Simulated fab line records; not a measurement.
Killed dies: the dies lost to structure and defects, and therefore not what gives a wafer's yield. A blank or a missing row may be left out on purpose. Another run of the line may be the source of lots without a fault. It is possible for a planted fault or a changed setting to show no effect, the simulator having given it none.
Which tool did it? / flow gf180mcu / 12 lots (36 wafers sampled), 1 step of a 602-step route

== WHAT THE GAUGES SHOWED, per wafer ==
GF_HV_LDD_TW_MEAS_11.
lot=L076; measured=day 10 13:13; on=filmMetro-04; HV_LDD_TW=2407 2394 2392
lot=L077; measured=day 10 20:08; on=filmMetro-02; HV_LDD_TW=2382 2385 2379
lot=L079; measured=day 11 14:01; on=filmMetro-04; HV_LDD_TW=2405 2413 2405
lot=L081; measured=day 12 02:29; on=filmMetro-02; HV_LDD_TW=2378 2375 2380
lot=L083; measured=day 12 18:43; on=filmMetro-02; HV_LDD_TW=2377 2387 2379
lot=L085; measured=day 13 08:34; on=filmMetro-02; HV_LDD_TW=2373 2378 2374
lot=L087; measured=day 14 03:41; on=filmMetro-02; HV_LDD_TW=2398 2404 2390
lot=L089; measured=day 14 20:01; on=filmMetro-04; HV_LDD_TW=2404 2402 2391
lot=L091; measured=day 15 04:52; on=filmMetro-04; HV_LDD_TW=2437 2420 2415
lot=L093; measured=day 16 00:22; on=filmMetro-04; HV_LDD_TW=2411 2398 2415
lot=L095; measured=day 16 08:49; on=filmMetro-02; HV_LDD_TW=2384 2395 2389
lot=L097; measured=day 17 05:20; on=filmMetro-01; HV_LDD_TW=2461 2471 2456

== EACH LOT AND THE TOOL THAT RAN IT (in order: tool; ch and the chambers of the sampled wafers; start) ==
The record shows no process step preceding these readings.

== THE ANSWER, worked out from the rows above alone ==
Rule: the lots themselves supply what counts as usual. The widest of any qualifying gaps counts: lots, ordered by their means at a reading, are off when they make up no more than a third of the lots, leave a main group of 4 or more, and stand apart from it by 3 or more times the standard deviation of that group's means. The tables above print the reading to a certain number of digits; a main group whose means all agree to those digits is not used. A lot without any number at a reading at which 4 lots or more have one is off too. Where the step has rows for the other lots, those lots are counted as sound.
Across all readings shown, no lot is off: no conclusion can be drawn from this.

== WHAT THE SIMULATOR PUT IN ==
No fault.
